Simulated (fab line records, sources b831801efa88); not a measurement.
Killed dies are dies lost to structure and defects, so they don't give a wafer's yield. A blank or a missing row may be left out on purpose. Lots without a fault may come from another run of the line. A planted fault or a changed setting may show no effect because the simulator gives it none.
A struck lot beside a sound one | flow sfq_line | 14 steps out of a route of 325
Sound: wafers L924.1, L924.2, L924.3. Struck: wafer L932.4. (L932.2, L932.5 of the same lot were not struck and are left out.) The cause comes at the end.
At each step with rows: each side's tool, then ch and its chambers, then its first start. Under that, the readings that differ: sound wafers | struck wafers | difference of the means | sigmas: that difference in standard deviations of wafers without a fault.
alike: readings whose means differ by less than 2 such deviations, and words and numbers that are the same on both sides. not compared: withheld readings, readings that some wafer has no value for, bounds like >300 that may hide the same value, and numbers for which the record gives no deviation and whose values overlap.
The two part at a step that has a row with sigmas, a row that says differs or no value, or rows on one side only. Numbers that don't overlap but have no deviation are shown without sigmas and don't part them. A reading that every wafer of one side lacks parts them only if that side has two wafers or more.

first, 6 steps without rows for these wafers: SFQ_TRILAYER_M1_LITHO_COAT_044 (resist thk 62 nm); SFQ_TRILAYER_M1_LITHO_COAT_039 (resist thk 600 nm); SFQ_TRILAYER_M1_LITHO_SOFTBAKE_043; SFQ_TRILAYER_M1_LITHO_EXPOSE_040 (exposes mask M1, target cd 500 nm); SFQ_TRILAYER_M1_LITHO_PEB_042 (peb time 60 s); SFQ_TRILAYER_M1_LITHO_DEVELOP_041 (time 60 s).
SFQ_M1_OVL_MEAS_911:
  sound on overlay-01, day 13 11:53; struck on overlay-02, day 16 04:47
  alike: M1_OVL
SFQ_TRILAYER_M1_BARC_OPEN_METAL_ETCH_054: etches BARC in O2, target depth 125 nm, time 41.7 s.
  sound on rie_metal-03 ch 0,1, day 13 11:55; struck on rie_metal-04 ch 0, day 16 04:49
  alike: drypump_motor_current_A, oes_product_au
  not compared: rf_hours_counter_h
SFQ_TRILAYER_M1_ETCH_METAL_ETCH_042: etches Nb in Cl2/Ar, stops on SiO2, target depth 240 nm, time 120 s.
  sound on rie_metal-03 ch 0,1, day 13 11:59; struck on rie_metal-04 ch 0, day 16 04:52
  alike: drypump_motor_current_A, oes_product_au
  not compared: rf_hours_counter_h
SFQ_TRILAYER_M1_STRIP_STRIP_043: strips in O2.
  sound on rie_metal-03 ch 0,1, day 13 12:06; struck on rie_metal-04 ch 0, day 16 04:59
  alike: drypump_motor_current_A, oes_product_au
  not compared: rf_hours_counter_h
then, 1 step without rows for these wafers: SFQ_TRILAYER_M1_STRIP_SOLV_CLEAN_044 (cleans in NMP, time 600 s).
SFQ_TRILAYER_I1_DEP_PECVD_045: deposits SiO2 from SiH4/N2O, time 111.11 s, target thk 500 nm.
  sound on pecvd-02 ch 0,1,2, day 13 12:53; struck on pecvd-02 ch 1, day 16 05:46
  alike: heater_power_w, throttle_valve_pct
  not compared: since_wet_clean_h
SFQ_TRILAYER_I1_CMP_CMP_046: polishes SiO2.
  sound on cmp-02 ch 1,2,3, day 13 18:16; struck on cmp-01 ch 1, day 16 07:49
  reading          | sound             | struck | difference | sigmas
  platen_rpm (rpm) | 60.00 60.06 60.02 | 65.95  | +5.92      | +99 or more
  alike: motor_current_A, time_to_endpoint_s
SFQ_I1_BOW_MEAS_912:
  sound on film_metro-04, day 13 20:46; struck on film_metro-04, day 16 10:20
  alike: I1_BOW

WHERE THEY PART
Only at SFQ_TRILAYER_I1_CMP_CMP_046, within this record. Later steps at which nothing parts them and some readings are alike: SFQ_I1_BOW_MEAS_912.

WHY: what the simulator had put in
Process parameter drift: cmp-01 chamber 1, from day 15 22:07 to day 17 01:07, at SFQ_TRILAYER_I1_CMP_CMP_046. Setting platen_rpm, moved by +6, from 60. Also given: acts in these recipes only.
